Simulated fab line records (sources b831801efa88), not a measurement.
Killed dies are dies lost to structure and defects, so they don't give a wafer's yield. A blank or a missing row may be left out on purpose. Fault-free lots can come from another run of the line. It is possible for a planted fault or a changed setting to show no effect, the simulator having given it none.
fab line records	flow sky130
record: lots: 24	wafers: 72	last-day: 50
route steps=708 shown METAL2@483 METAL3@535 CAP2M@616 METAL4@633
lots with no fault: from the same line, run without faults
start-h: start of the lot's first displayed wafer, in hours after the record's first day	wait-h: hours elapsed since this lot's preceding step	" repeats the value in the row above	L1.1+2: several wafers, shown together as one row	- no value, or no start given	* or withheld: withheld	< > ~ a bound
route shown NAME@n: NAME is a module with steps in the file, n the number in the route of the first one	usual: mean/standard deviation of fault-free wafers	same: alike in all rows	chamber/n: place in a boat	sites: readings site by site	_std_site: their standard deviation	_edge_site: outer sites' mean less inner sites'	radius-mm: for every site, how far away it sits from the centre of the wafer	mask NAME#n: copy n	behind: the tool/chamber that last shaped the wafer	hold: why the lot was held/for how many hours/how that ended	device: transistor that didn't switch, given as n, p or np	end of line: the route-end tests of the same wafers	a step with no rows: only its recipe	killed: count of dies lost to structure and defects at first sort (not the wafer's yield)	map: shows each die of a wafer: x if killed, . if not, _ if none is there
set.NAME: the setting as run; set.NAME@STEP: as run at that earlier step	model.NAME: the simulator's own value behind a step, which no gauge read
one table for each step of the route and one row for each wafer, over a sample of lots
services: the hour from which a tool's chamber was out of use, counted from the record's first day as start-h (under 0 if before that day), plus the number of hours and why
== steps ==
step: SKY_METAL2_SPUTTER_00
recipe: material: Ti	target-thk-nm: 15	power-w: 3000	time-s: 10	chamber-pressure-pa: 0.4
usual: throttle-valve-pct: 30.4/0.95
lot.wafer	tool	chamber	start-h	wait-h	throttle-valve-pct
L074.2	pvd-sputter-03	-	799.22	0.2	30.8
L074.5	"	-	"	"	29.0
L074.6	"	-	"	"	30.1
L075.2	pvd-sputter-04	-	807.23	0.2	27.4
L075.3	"	-	"	"	30.6
L075.4	"	-	"	"	30.8
L076.3	pvd-sputter-04	-	818.17	0.2	30.6
L076.4	"	-	"	"	30.6
L076.6	"	-	"	"	30.4
L077.2	pvd-sputter-03	-	824.18	0.2	29.5
L077.3	"	-	"	"	28.9
L077.6	"	-	"	"	29.0
L078.2	pvd-sputter-01	-	825.52	0.2	30.1
L078.3	"	-	"	"	32.2
L078.5	"	-	"	"	31.0
L079.2	pvd-sputter-01	-	828.58	0.2	31.1
L079.5	"	-	"	"	30.6
L079.6	"	-	"	"	30.6
L080.2	pvd-sputter-03	-	844.92	0.1	30.7
L080.4	"	-	"	"	28.6
L080.6	"	-	"	"	29.5
L081.3	pvd-sputter-03	-	851.28	0.1	30.0
L081.4	"	-	"	"	30.5
L081.6	"	-	"	"	29.0
L082.1	pvd-sputter-01	-	851.48	0.2	30.2
L082.3	"	-	"	"	31.7
L082.4	"	-	"	"	31.0
L083.1	pvd-sputter-01	-	857.87	0.1	31.0
L083.3	"	-	"	"	30.4
L083.5	"	-	"	"	30.4
L084.2	pvd-sputter-01	-	869.07	0.2	30.3
L084.4	"	-	"	"	32.1
L084.6	"	-	"	"	32.1
L085.1	pvd-sputter-03	-	874.28	0.1	30.1
L085.2	"	-	"	"	29.5
L085.6	"	-	"	"	29.0
L086.1	pvd-sputter-01	-	886.31	0.1	31.9
L086.4	"	-	"	"	31.2
L086.5	"	-	"	"	31.9
L087.3	pvd-sputter-01	-	892.40	0.2	30.4
L087.4	"	-	"	"	31.7
L087.5	"	-	"	"	32.0
L088.1	pvd-sputter-03	-	898.55	0.2	28.8
L088.2	"	-	"	"	30.7
L088.5	"	-	"	"	30.7
L089.2	pvd-sputter-01	-	902.53	0.2	30.3
L089.4	"	-	"	"	31.2
L089.6	"	-	"	"	30.9
L090.1	pvd-sputter-03	-	911.93	0.1	29.2
L090.2	"	-	"	"	30.1
L090.4	"	-	"	"	30.6
L091.1	pvd-sputter-03	-	917.64	0.1	30.1
L091.3	"	-	"	"	30.7
L091.6	"	-	"	"	29.4
L092.1	pvd-sputter-01	-	935.74	0.1	30.5
L092.2	"	-	"	"	30.3
L092.5	"	-	"	"	31.8
L093.2	pvd-sputter-01	-	941.02	0.1	31.0
L093.5	"	-	"	"	31.9
L093.6	"	-	"	"	30.3
L094.1	pvd-sputter-03	-	942.08	0.2	29.3
L094.5	"	-	"	"	30.7
L094.6	"	-	"	"	29.4
L095.3	pvd-sputter-04	-	947.43	0.1	30.5
L095.4	"	-	"	"	27.6
L095.6	"	-	"	"	30.8
L096.2	pvd-sputter-01	-	952.72	0.2	30.3
L096.4	"	-	"	"	32.1
L096.5	"	-	"	"	30.2
L097.1	pvd-sputter-03	-	962.33	0.2	28.8
L097.5	"	-	"	"	30.9
L097.6	"	-	"	"	29.4
step: SKY_METAL2_METAL_ETCH_19
recipe: target-depth-a: 3600	stop-on: SiO2	over-etch-frac: 0.3	time-s: 78	chemistry: Cl2/BCl3	resist-sidewall-deg: 88	pressure-mtorr: 10	icp-w: 900	bias-w: 48.5	Cl2_flow_sccm: 60	bcl3-flow-sccm: 30
usual: drypump-motor-current-A: 5.77/0.22	mfc-cl2-sccm: 60.01/0.16	oes-product-au: 0.855/0.0058	rf-fwd-power-W: 893/3.2	throttle-valve-pct: 22.264/0.0098
lot.wafer	tool	chamber	start-h	wait-h	drypump-motor-current-A	mfc-cl2-sccm	oes-product-au	rf-fwd-power-W	rf-hours-counter-h	throttle-valve-pct
L074.2	rie-metal-04	1	826.19	0.1	5.47	59.98	0.856	895	6	22.266
L074.5	"	0	"	"	5.86	60.00	0.857	890	-	22.255
L074.6	"	1	"	"	5.47	60.12	0.864	901	-	22.267
L075.2	rie-metal-03	1	833.25	0.1	5.52	59.98	0.853	889	-	22.265
L075.3	"	1	"	"	5.53	60.03	0.862	896	-	22.277
L075.4	"	1	"	"	5.49	60.13	0.857	888	-	22.283
L076.3	rie-metal-02	0	844.74	0.1	6.03	59.88	0.855	886	-	22.275
L076.4	"	0	"	"	6.01	59.70	0.866	891	-	22.270
L076.6	"	0	"	"	6.00	59.69	0.857	889	-	22.263
L077.2	rie-metal-03	1	850.77	0.1	5.43	59.89	0.856	899	-	22.268
L077.3	"	1	"	"	5.47	60.26	0.847	896	-	22.267
L077.6	"	1	"	"	5.47	60.21	0.853	899	-	22.266
L078.2	rie-metal-04	1	852.43	0.0	5.44	59.88	0.861	901	7	22.260
L078.3	"	0	"	"	5.87	59.90	0.858	893	-	22.265
L078.5	"	0	"	"	5.87	59.90	0.849	894	-	22.272
L079.2	rie-metal-04	0	855.83	0.0	5.83	60.09	0.855	894	10	22.263
L079.5	"	1	"	"	5.47	59.98	0.855	891	-	22.262
L079.6	"	0	"	"	5.84	60.07	0.860	891	-	22.281
L080.2	rie-metal-04	1	871.63	0.0	5.43	59.99	0.858	896	8	22.269
L080.4	"	1	"	"	5.42	59.83	0.848	891	-	22.246
L080.6	"	0	"	"	5.86	60.09	0.853	894	-	22.261
L081.3	rie-metal-03	0	877.52	0.1	5.97	60.15	0.851	891	-	22.264
L081.4	"	0	"	"	5.98	60.08	0.851	895	-	22.269
L081.6	"	0	"	"	5.98	60.12	0.854	893	-	22.267
L082.1	rie-metal-04	0	878.01	0.0	5.90	60.15	0.859	894	12	22.261
L082.3	"	1	"	"	5.45	60.15	0.860	897	-	22.264
L082.4	"	0	"	"	5.88	60.07	0.854	897	-	22.271
L083.1	rie-metal-02	0	884.65	0.0	6.05	59.73	0.851	889	3	22.250
L083.3	"	0	"	"	6.03	59.84	0.860	891	-	22.268
L083.5	"	1	"	"	5.87	60.10	0.853	892	-	22.260
L084.2	rie-metal-03	0	895.95	0.1	5.94	59.79	0.854	892	-	22.268
L084.4	"	0	"	"	5.96	60.10	0.858	891	-	22.268
L084.6	"	0	"	"	5.94	59.96	0.863	892	-	22.249
L085.1	rie-metal-04	1	899.65	0.0	5.45	60.35	0.867	900	10	22.279
L085.2	"	0	"	"	5.85	59.84	0.858	893	12	22.261
L085.6	"	0	"	"	5.87	60.06	0.846	893	-	22.257
L086.1	rie-metal-04	0	911.93	0.0	5.85	60.04	0.861	896	13	22.266
L086.4	"	0	"	"	5.86	59.99	0.855	897	-	22.265
L086.5	"	1	"	"	5.46	59.77	0.857	894	-	22.279
L087.3	rie-metal-02	1	917.99	0.1	5.82	60.10	0.857	895	-	22.269
L087.4	"	0	"	"	6.07	60.09	0.856	889	-	22.279
L087.5	"	0	"	"	6.07	59.88	0.858	891	-	22.255
L088.1	rie-metal-04	0	924.02	0.1	5.84	59.95	0.848	892	14	22.279
L088.2	"	0	"	"	5.87	59.87	0.865	893	-	22.278
L088.5	"	0	"	"	5.85	59.90	0.862	893	-	22.251
L089.2	rie-metal-02	0	927.68	0.0	6.04	60.20	0.859	895	5	22.266
L089.4	"	1	"	"	5.84	59.79	0.853	893	-	22.269
L089.6	"	1	"	"	5.85	59.91	0.854	892	-	22.261
L090.1	rie-metal-04	0	937.52	0.1	5.84	60.15	0.854	896	15	22.267
L090.2	"	0	"	"	5.87	60.43	0.858	897	-	22.258
L090.4	"	0	"	"	5.85	60.10	0.856	896	-	22.262
L091.1	rie-metal-02	1	942.80	0.0	5.86	60.06	0.857	892	14	22.264
L091.3	"	0	"	"	6.02	60.20	0.859	891	-	22.265
L091.6	"	0	"	"	6.02	60.31	0.856	893	-	22.265
L092.1	rie-metal-04	0	960.55	0.0	5.82	60.21	0.846	891	16	22.259
L092.2	"	1	"	"	5.48	59.93	0.852	898	11	22.275
L092.5	"	0	"	"	5.84	60.31	0.843	891	-	22.266
L093.2	rie-metal-04	0	966.21	0.0	5.84	59.79	0.842	894	17	22.256
L093.5	"	0	"	"	5.84	59.84	0.855	893	-	22.247
L093.6	"	1	"	"	5.47	59.72	0.847	901	-	22.270
L094.1	rie-metal-03	0	966.50	0.0	6.00	59.94	0.862	897	5	22.267
L094.5	"	1	"	"	5.50	59.93	0.860	896	-	22.276
L094.6	"	0	"	"	6.00	60.19	0.852	899	-	22.262
L095.3	rie-metal-03	1	971.78	0.1	5.46	60.21	0.860	893	-	22.257
L095.4	"	0	"	"	5.97	60.27	0.845	892	-	22.255
L095.6	"	0	"	"	5.98	60.16	0.852	888	-	22.285
L096.2	rie-metal-02	1	977.10	0.0	5.87	59.93	0.848	889	16	22.266
L096.4	"	1	"	"	5.87	60.01	0.848	891	-	22.275
L096.5	"	1	"	"	5.88	60.01	0.849	890	-	22.263
L097.1	rie-metal-03	0	986.81	0.0	6.00	59.98	0.865	894	6	22.260
L097.5	"	1	"	"	5.54	60.15	0.860	894	-	22.266
L097.6	"	0	"	"	6.01	60.00	0.845	895	-	22.266
step: SKY_METAL3_SPUTTER_03
recipe: material: Ti	target-thk-nm: 5	power-w: 3000	time-s: 3.3	chamber-pressure-pa: 0.4
usual: throttle-valve-pct: 29.7/0.94
lot.wafer	tool	chamber	start-h	wait-h	throttle-valve-pct
L074.2	pvd-sputter-03	-	855.83	0.0	30.9
L074.5	"	-	"	"	30.9
L074.6	"	-	"	"	30.2
L075.2	pvd-sputter-02	-	862.17	0.0	30.3
L075.3	"	-	"	"	29.5
L075.4	"	-	"	"	29.0
L076.3	pvd-sputter-04	-	873.73	0.0	30.4
L076.4	"	-	"	"	30.5
L076.6	"	-	"	"	30.7
L077.2	pvd-sputter-04	-	880.49	0.0	30.6
L077.3	"	-	"	"	30.4
L077.6	"	-	"	"	30.6
L078.2	pvd-sputter-03	-	881.25	0.0	28.7
L078.3	"	-	"	"	29.9
L078.5	"	-	"	"	30.6
L079.2	pvd-sputter-03	-	884.63	0.0	30.9
L079.5	"	-	"	"	29.2
L079.6	"	-	"	"	30.4
L080.2	pvd-sputter-04	-	899.34	0.0	30.8
L080.4	"	-	"	"	30.8
L080.6	"	-	"	"	31.0
L081.3	pvd-sputter-04	-	905.82	0.0	30.4
L081.4	"	-	"	"	31.0
L081.6	"	-	"	"	30.9
L082.1	pvd-sputter-02	-	906.97	0.0	29.9
L082.3	"	-	"	"	28.9
L082.4	"	-	"	"	29.2
L083.1	pvd-sputter-04	-	912.47	0.0	30.8
L083.3	"	-	"	"	27.2
L083.5	"	-	"	"	31.0
L084.2	pvd-sputter-02	-	924.08	0.0	29.4
L084.4	"	-	"	"	29.6
L084.6	"	-	"	"	29.2
L085.1	pvd-sputter-04	-	927.59	0.0	27.6
L085.2	"	-	"	"	30.6
L085.6	"	-	"	"	30.7
L086.1	pvd-sputter-04	-	939.94	0.0	27.6
L086.4	"	-	"	"	30.9
L086.5	"	-	"	"	27.4
L087.3	pvd-sputter-03	-	945.87	0.0	30.3
L087.4	"	-	"	"	29.5
L087.5	"	-	"	"	29.0
L088.1	pvd-sputter-04	-	951.09	0.0	30.6
L088.2	"	-	"	"	30.7
L088.5	"	-	"	"	30.7
L089.2	pvd-sputter-02	-	955.44	0.0	30.0
L089.4	"	-	"	"	29.1
L089.6	"	-	"	"	29.8
L090.1	pvd-sputter-04	-	964.61	0.0	27.4
L090.2	"	-	"	"	30.5
L090.4	"	-	"	"	30.8
L091.1	pvd-sputter-02	-	969.59	0.0	29.4
L091.3	"	-	"	"	29.8
L091.6	"	-	"	"	29.8
L092.1	pvd-sputter-02	-	987.34	0.0	29.7
L092.2	"	-	"	"	30.1
L092.5	"	-	"	"	29.9
L093.2	pvd-sputter-03	-	992.47	0.0	30.4
L093.5	"	-	"	"	30.6
L093.6	"	-	"	"	29.5
L094.1	pvd-sputter-02	-	993.02	0.0	29.3
L094.5	"	-	"	"	29.9
L094.6	"	-	"	"	30.0
L095.3	pvd-sputter-03	-	998.77	0.0	29.1
L095.4	"	-	"	"	30.6
L095.6	"	-	"	"	29.1
L096.2	pvd-sputter-02	-	1003.86	0.0	29.6
L096.4	"	-	"	"	29.2
L096.5	"	-	"	"	29.1
L097.1	pvd-sputter-02	-	1012.72	0.0	30.0
L097.5	"	-	"	"	28.9
L097.6	"	-	"	"	29.3
step: SKY_METAL3_DESCUM_15
recipe: chemistry: O2	source-power-w: 150	bias-power-w: 0	pressure-mtorr: 10	temp-c: 40	time-s: 8
usual: drypump-motor-current-A: 6.1/0.41	oes-product-au: 1.004/0.011	rf-fwd-power-W: 147.0/0.71	temp-c: 40.00/0.11
lot.wafer	tool	chamber	start-h	wait-h	drypump-motor-current-A	oes-product-au	rf-fwd-power-W	rf-hours-counter-h	temp-c
L074.2	rie-metal-02	0	908.10	0.0	6.0	0.994	146.4	4	40.00
L074.5	"	0	"	"	6.0	1.005	146.5	-	40.04
L074.6	"	1	"	"	5.8	0.988	146.0	-	40.19
L075.2	rie-metal-02	1	913.15	0.0	5.9	0.994	146.0	13	40.12
L075.3	"	0	"	"	6.0	0.995	146.0	-	40.03
L075.4	"	1	"	"	5.9	0.995	146.7	-	40.05
L076.3	rie-metal-02	0	924.58	0.0	6.1	0.998	147.2	-	39.92
L076.4	"	1	"	"	5.9	0.994	145.9	-	39.87
L076.6	"	1	"	"	5.9	0.999	145.7	-	39.93
L077.2	rie-metal-02	0	932.20	0.0	6.0	0.987	146.8	5	40.03
L077.3	"	1	"	"	5.9	1.000	147.2	-	40.09
L077.6	"	0	"	"	6.0	1.011	146.7	-	39.87
L078.2	rie-metal-04	0	932.56	0.0	5.9	1.011	146.1	-	40.04
L078.3	"	0	"	"	5.8	1.005	146.7	-	39.98
L078.5	"	0	"	"	5.9	1.012	146.2	-	39.84
L079.2	rie-metal-01	0	935.52	0.0	6.6	1.014	147.1	15	40.01
L079.5	"	1	"	"	6.6	1.034	146.9	-	40.09
L079.6	"	0	"	"	6.6	1.005	147.4	-	40.06
L080.2	rie-metal-01	1	949.67	0.0	6.6	1.016	147.8	9	40.14
L080.4	"	0	"	"	6.6	1.000	147.0	-	39.93
L080.6	"	0	"	"	6.6	0.989	147.1	-	40.02
L081.3	rie-metal-01	0	955.66	0.0	6.6	0.991	147.6	-	40.11
L081.4	"	1	"	"	6.5	1.028	147.4	-	40.14
L081.6	"	1	"	"	6.6	1.015	147.6	-	39.88
L082.1	rie-metal-04	0	956.00	0.0	5.9	1.014	147.2	16	40.07
L082.3	"	0	"	"	5.9	1.008	147.2	-	40.04
L082.4	"	1	"	"	5.5	1.003	147.9	-	40.03
L083.1	rie-metal-02	0	962.97	0.0	6.0	1.001	145.9	7	39.96
L083.3	"	0	"	"	6.0	0.999	146.9	-	40.09
L083.5	"	0	"	"	6.0	0.994	146.2	-	39.96
L084.2	rie-metal-01	0	973.67	0.0	6.6	0.999	146.7	17	39.94
L084.4	"	1	"	"	6.5	1.018	147.3	-	40.00
L084.6	"	1	"	"	6.6	1.035	146.9	-	40.00
L085.1	rie-metal-04	1	975.52	0.0	5.5	1.005	148.1	12	39.94
L085.2	"	0	"	"	5.9	1.001	147.0	17	39.91
L085.6	"	1	"	"	5.4	1.007	148.6	-	39.84
L086.1	rie-metal-04	1	988.17	0.0	5.5	0.998	148.1	13	39.95
L086.4	"	0	"	"	5.8	1.008	147.0	-	40.09
L086.5	"	0	"	"	5.9	1.011	146.3	-	39.93
L087.3	rie-metal-01	0	994.96	0.0	6.7	0.988	147.8	-	39.99
L087.4	"	1	"	"	6.5	1.012	147.4	-	39.91
L087.5	"	1	"	"	6.5	1.023	147.8	-	39.88
L088.1	rie-metal-01	1	998.42	0.0	6.5	1.020	147.9	12	39.69
L088.2	"	0	"	"	6.6	0.994	146.4	18	40.01
L088.5	"	1	"	"	6.5	1.018	147.7	-	40.18
L089.2	rie-metal-01	0	1002.62	0.0	6.7	1.005	147.4	18	39.78
L089.4	"	1	"	"	6.6	1.015	147.0	-	40.04
L089.6	"	0	"	"	6.7	1.001	147.4	-	39.85
L090.1	rie-metal-01	1	1011.75	0.0	6.6	1.017	147.2	12	39.95
L090.2	"	0	"	"	6.6	0.993	147.5	19	40.22
L090.4	"	1	"	"	6.6	1.013	147.6	-	40.04
L091.1	rie-metal-04	1	1017.22	0.0	5.5	0.999	147.9	15	39.94
L091.3	"	1	"	"	5.5	0.994	148.1	-	40.09
L091.6	"	1	"	"	5.4	0.989	148.3	-	40.04
L092.1	rie-metal-02	0	1033.82	0.0	6.1	0.994	145.8	11	40.12
L092.2	"	1	"	"	5.9	0.994	146.7	19	39.88
L092.5	"	0	"	"	6.1	1.000	146.7	-	40.11
L093.2	rie-metal-01	1	1039.62	0.0	6.5	1.020	148.0	14	40.09
L093.5	"	1	"	"	6.6	1.018	147.8	-	39.83
L093.6	"	0	"	"	6.7	0.996	146.5	-	40.07
L094.1	rie-metal-04	1	1040.12	0.0	5.5	1.003	148.2	16	40.03
L094.5	"	0	"	"	5.8	1.012	146.8	-	39.93
L094.6	"	1	"	"	5.4	1.013	148.4	-	39.86
L095.3	rie-metal-01	1	1045.63	0.0	6.5	1.021	147.2	-	40.11
L095.4	"	0	"	"	6.6	0.985	146.7	-	40.10
L095.6	"	0	"	"	6.6	0.996	146.4	-	40.00
L096.2	rie-metal-04	1	1053.17	0.0	5.5	0.994	148.4	17	40.01
L096.4	"	0	"	"	5.8	1.005	147.4	-	40.04
L096.5	"	1	"	"	5.4	0.991	148.2	-	39.90
L097.1	rie-metal-02	0	1059.12	0.0	6.1	0.992	145.8	14	40.00
L097.5	"	0	"	"	6.0	1.008	145.8	-	39.96
L097.6	"	0	"	"	6.1	1.004	146.2	-	39.98
step: SKY_CAP2M_METAL_ETCH_13
recipe: target-depth-nm: 220	stop-on: SiO2	chemistry: Cl2/BCl3	target: TiN	pressure-mtorr: 10	icp-w: 900	bias-w: 48.5	Cl2_flow_sccm: 60	bcl3-flow-sccm: 30	time-s: 62.9
usual: drypump-motor-current-A: 6.0/0.46	mfc-cl2-sccm: 60.04/0.18	oes-product-au: 0.938/0.0073	rf-fwd-power-W: 893.4/2.8	throttle-valve-pct: 21.904/0.0093
lot.wafer	tool	chamber	start-h	wait-h	drypump-motor-current-A	mfc-cl2-sccm	oes-product-au	rf-fwd-power-W	rf-hours-counter-h	throttle-valve-pct
L074.2	rie-metal-03	0	961.80	0.0	6.0	59.98	0.935	892.3	5	21.917
L074.5	"	0	"	"	6.0	59.99	0.922	892.7	-	21.926
L074.6	"	1	"	"	5.5	60.11	0.923	890.2	-	21.896
L075.2	rie-metal-04	1	964.60	0.0	5.5	59.86	0.923	896.5	12	21.908
L075.3	"	1	"	"	5.5	59.69	0.942	899.5	-	21.897
L075.4	"	0	"	"	5.9	59.80	0.931	899.7	-	21.894
L076.3	rie-metal-03	0	976.14	0.0	6.0	60.14	0.936	894.5	-	21.902
L076.4	"	1	"	"	5.5	60.19	0.922	890.4	-	21.916
L076.6	"	1	"	"	5.5	59.97	0.934	893.8	-	21.895
L077.2	rie-metal-04	0	983.90	0.0	5.8	60.40	0.941	895.0	18	21.908
L077.3	"	1	"	"	5.5	59.97	0.941	891.8	-	21.901
L077.6	"	0	"	"	5.8	59.91	0.943	894.3	-	21.915
L078.2	rie-metal-03	0	984.01	0.0	6.0	60.27	0.952	893.8	6	21.902
L078.3	"	0	"	"	6.0	60.16	0.939	895.8	-	21.896
L078.5	"	1	"	"	5.5	59.81	0.944	896.9	-	21.892
L079.2	rie-metal-01	1	986.90	0.0	6.5	59.91	0.937	895.3	11	21.899
L079.5	"	0	"	"	6.6	60.06	0.948	890.6	-	21.912
L079.6	"	1	"	"	6.5	60.07	0.936	894.1	-	21.920
L080.2	rie-metal-01	1	999.55	0.0	6.5	60.27	0.925	893.0	12	21.908
L080.4	"	1	"	"	6.5	60.22	0.928	891.3	-	21.910
L080.6	"	1	"	"	6.6	60.20	0.928	893.0	-	21.909
L081.3	rie-metal-01	0	1006.39	0.0	6.6	59.87	0.942	888.3	-	21.907
L081.4	"	1	"	"	6.6	60.09	0.939	890.4	-	21.903
L081.6	"	1	"	"	6.5	59.84	0.935	893.1	-	21.903
L082.1	rie-metal-04	0	1006.66	0.0	5.8	60.06	0.933	887.2	19	21.912
L082.3	"	1	"	"	5.4	60.17	0.928	894.4	-	21.911
L082.4	"	0	"	"	5.8	59.79	0.932	890.7	-	21.905
L083.1	rie-metal-04	0	1013.65	0.0	5.9	59.90	0.944	890.4	20	21.904
L083.3	"	1	"	"	5.4	60.04	0.941	896.2	-	21.902
L083.5	"	1	"	"	5.5	60.13	0.937	896.5	-	21.902
L084.2	rie-metal-04	1	1023.40	0.0	5.5	60.19	0.945	896.5	15	21.901
L084.4	"	1	"	"	5.5	60.09	0.947	896.7	-	21.905
L084.6	"	0	"	"	5.9	59.79	0.948	895.4	-	21.905
L085.1	rie-metal-01	0	1025.70	0.0	6.6	59.88	0.941	895.9	20	21.911
L085.2	"	1	"	"	6.5	59.85	0.927	894.3	13	21.901
L085.6	"	0	"	"	6.6	59.73	0.930	892.2	-	21.918
L086.1	rie-metal-01	1	1036.66	0.0	6.6	60.15	0.952	892.0	14	21.885
L086.4	"	0	"	"	6.6	59.91	0.948	893.9	-	21.892
L086.5	"	1	"	"	6.6	59.90	0.935	890.9	-	21.911
L087.3	rie-metal-03	0	1044.38	0.0	6.0	60.09	0.940	895.4	-	21.907
L087.4	"	1	"	"	5.5	59.93	0.929	891.4	-	21.896
L087.5	"	0	"	"	6.0	60.18	0.928	891.2	-	21.924
L088.1	rie-metal-03	0	1046.60	0.0	6.0	59.92	0.944	889.1	10	21.887
L088.2	"	1	"	"	5.5	59.82	0.949	891.5	8	21.894
L088.5	"	0	"	"	6.0	59.85	0.941	893.2	-	21.900
L089.2	rie-metal-04	0	1050.15	0.0	5.9	59.91	0.936	887.2	22	21.905
L089.4	"	0	"	"	5.9	60.14	0.942	895.0	-	21.906
L089.6	"	0	"	"	5.9	59.72	0.934	891.3	-	21.892
L090.1	rie-metal-01	1	1060.45	0.0	6.6	60.18	0.929	893.8	15	21.907
L090.2	"	0	"	"	6.6	60.06	0.939	896.1	22	21.908
L090.4	"	0	"	"	6.6	60.52	0.932	895.5	-	21.904
L091.1	rie-metal-03	0	1064.26	0.0	6.0	60.14	0.936	894.6	11	21.906
L091.3	"	1	"	"	5.4	59.89	0.925	894.8	-	21.916
L091.6	"	1	"	"	5.5	60.26	0.933	896.1	-	21.899
L092.1	rie-metal-04	1	1080.15	0.0	5.4	60.30	0.951	900.2	19	21.894
L092.2	"	0	"	"	5.9	60.22	0.941	886.8	24	21.912
L092.5	"	1	"	"	5.5	60.05	0.943	898.4	-	21.890
L093.2	rie-metal-01	0	1086.90	0.0	6.6	59.98	0.933	893.3	23	21.914
L093.5	"	0	"	"	6.6	60.17	0.940	890.1	-	21.899
L093.6	"	1	"	"	6.5	60.15	0.946	894.6	-	21.900
L094.1	rie-metal-03	0	1087.55	0.0	6.0	59.89	0.944	893.0	13	21.888
L094.5	"	0	"	"	6.0	59.92	0.937	885.0	-	21.899
L094.6	"	1	"	"	5.5	59.95	0.945	894.1	-	21.892
L095.3	rie-metal-03	1	1092.24	0.0	5.5	59.96	0.947	895.8	-	21.921
L095.4	"	0	"	"	6.0	60.27	0.938	891.8	-	21.894
L095.6	"	1	"	"	5.5	59.88	0.945	896.7	-	21.896
L096.2	rie-metal-01	1	1096.95	0.0	6.5	59.98	0.946	895.7	18	21.912
L096.4	"	0	"	"	6.6	59.78	0.944	890.7	-	21.900
L096.5	"	1	"	"	6.6	60.02	0.942	895.5	-	21.897
L097.1	rie-metal-01	0	1103.91	0.0	6.6	59.98	0.938	893.4	25	21.915
L097.5	"	1	"	"	6.5	60.16	0.942	891.9	-	21.905
L097.6	"	0	"	"	6.6	60.03	0.930	893.3	-	21.913
step: SKY_METAL4_ETCH_17
recipe: target: SiO2	stop-on: TiN	chemistry: C4F8/O2/Ar	source-w: 1500	bias-w: 1200	pressure-mtorr: 40	c4f8-flow-sccm: withheld	O2_flow_sccm: 6	Ar_flow_sccm: 300	time-s: 3.9	target-depth-a: 150
usual: oes-product-au: 0.756/0.0069	rf-fwd-power-W: 1466/4.9
lot.wafer	tool	chamber	start-h	wait-h	oes-product-au	rf-fwd-power-W
L074.2	rie-diel-01	0	986.83	0.1	0.747	1462
L074.5	"	2	"	"	0.762	1478
L074.6	"	1	"	"	0.742	1469
L075.2	rie-diel-03	1	989.28	0.1	0.756	1473
L075.3	"	2	"	"	0.758	1470
L075.4	"	3	"	"	0.766	1470
L076.3	rie-diel-01	2	1000.50	0.0	0.760	1471
L076.4	"	1	"	"	0.764	1461
L076.6	"	2	"	"	0.770	1472
L077.2	rie-diel-04	3	1007.61	0.1	0.749	1471
L077.3	"	0	"	"	0.756	1471
L077.6	"	2	"	"	0.750	1459
L078.2	rie-diel-04	3	1007.96	0.1	0.760	1468
L078.3	"	2	"	"	0.764	1469
L078.5	"	3	"	"	0.767	1465
L079.2	rie-diel-03	1	1010.70	0.1	0.758	1463
L079.5	"	2	"	"	0.767	1454
L079.6	"	1	"	"	0.767	1466
L080.2	rie-diel-03	2	1023.78	0.1	0.753	1464
L080.4	"	3	"	"	0.755	1466
L080.6	"	3	"	"	0.752	1469
L081.3	rie-diel-01	0	1030.43	0.0	0.747	1470
L081.4	"	1	"	"	0.766	1468
L081.6	"	0	"	"	0.749	1471
L082.1	rie-diel-03	3	1030.78	0.1	0.757	1472
L082.3	"	0	"	"	0.754	1477
L082.4	"	1	"	"	0.759	1471
L083.1	rie-diel-04	0	1036.75	0.1	0.750	1462
L083.3	"	1	"	"	0.761	1473
L083.5	"	2	"	"	0.764	1463
L084.2	rie-diel-01	1	1046.86	0.1	0.746	1471
L084.4	"	2	"	"	0.757	1472
L084.6	"	2	"	"	0.753	1469
L085.1	rie-diel-03	0	1048.85	0.1	0.758	1468
L085.2	"	2	"	"	0.756	1465
L085.6	"	0	"	"	0.770	1467
L086.1	rie-diel-03	0	1059.91	0.1	0.743	1466
L086.4	"	3	"	"	0.764	1466
L086.5	"	3	"	"	0.749	1467
L087.3	rie-diel-04	0	1067.18	0.0	0.753	1462
L087.4	"	3	"	"	0.749	1466
L087.5	"	0	"	"	0.758	1459
L088.1	rie-diel-04	3	1069.55	0.1	0.752	1470
L088.2	"	0	"	"	0.757	1458
L088.5	"	3	"	"	0.761	1473
L089.2	rie-diel-04	3	1072.43	0.1	0.743	1467
L089.4	"	0	"	"	0.760	1462
L089.6	"	3	"	"	0.755	1470
L090.1	rie-diel-03	0	1082.06	0.1	0.752	1464
L090.2	"	2	"	"	0.758	1457
L090.4	"	3	"	"	0.761	1470
L091.1	rie-diel-01	3	1086.10	0.1	0.750	1470
L091.3	"	1	"	"	0.750	1466
L091.6	"	1	"	"	0.758	1473
L092.1	rie-diel-03	1	1101.79	0.1	0.744	1466
L092.2	"	0	"	"	0.750	1470
L092.5	"	1	"	"	0.749	1468
L093.2	rie-diel-01	3	1108.46	0.1	0.751	1463
L093.5	"	2	"	"	0.749	1472
L093.6	"	3	"	"	0.756	1464
L094.1	rie-diel-04	1	1109.46	0.1	0.762	1469
L094.5	"	1	"	"	0.765	1469
L094.6	"	2	"	"	0.766	1460
L095.3	rie-diel-04	1	1113.54	0.0	0.746	1468
L095.4	"	2	"	"	0.763	1466
L095.6	"	0	"	"	0.752	1459
L096.2	rie-diel-03	3	1118.16	0.1	0.747	1466
L096.4	"	1	"	"	0.745	1463
L096.5	"	0	"	"	0.746	1479
L097.1	rie-diel-01	3	1124.14	0.1	0.751	1468
L097.5	"	3	"	"	0.758	1463
L097.6	"	0	"	"	0.764	1466
== services ==
tool	chamber	start-h	hours	kind
rie-metal-03	-	782.90	1.1	repair
rie-diel-03	3	810.05	1.5	repair
pvd-sputter-01	-	824.31	1.1	repair
rie-metal-02	1	841.06	8.3	repair
pvd-sputter-04	-	843.99	1.3	repair
rie-metal-03	1	844.20	4.6	repair
rie-diel-03	3	856.14	10.5	repair
pvd-sputter-02	-	868.80	0.9	repair
rie-metal-03	1	870.52	4.2	repair
rie-diel-03	-	897.59	14.6	pm
rie-metal-04	1	918.84	24.1	repair
rie-metal-02	-	919.17	2.8	pm
pvd-sputter-04	-	936.09	3.5	repair
pvd-sputter-03	-	981.37	4.9	repair
rie-metal-03	-	1010.43	2.8	pm
rie-metal-03	-	1019.02	0.5	repair
rie-metal-02	1	1044.91	40.5	repair
rie-metal-01	-	1047.69	2.8	pm
rie-metal-01	-	1068.35	0.7	repair
pvd-sputter-03	-	1089.81	1.1	repair
rie-metal-02	1	1092.16	3.1	repair
pvd-sputter-04	-	1097.72	4.0	repair
pvd-sputter-04	-	1105.31	2.1	repair
rie-metal-04	-	1117.75	1.0	repair
== key ==
fault none
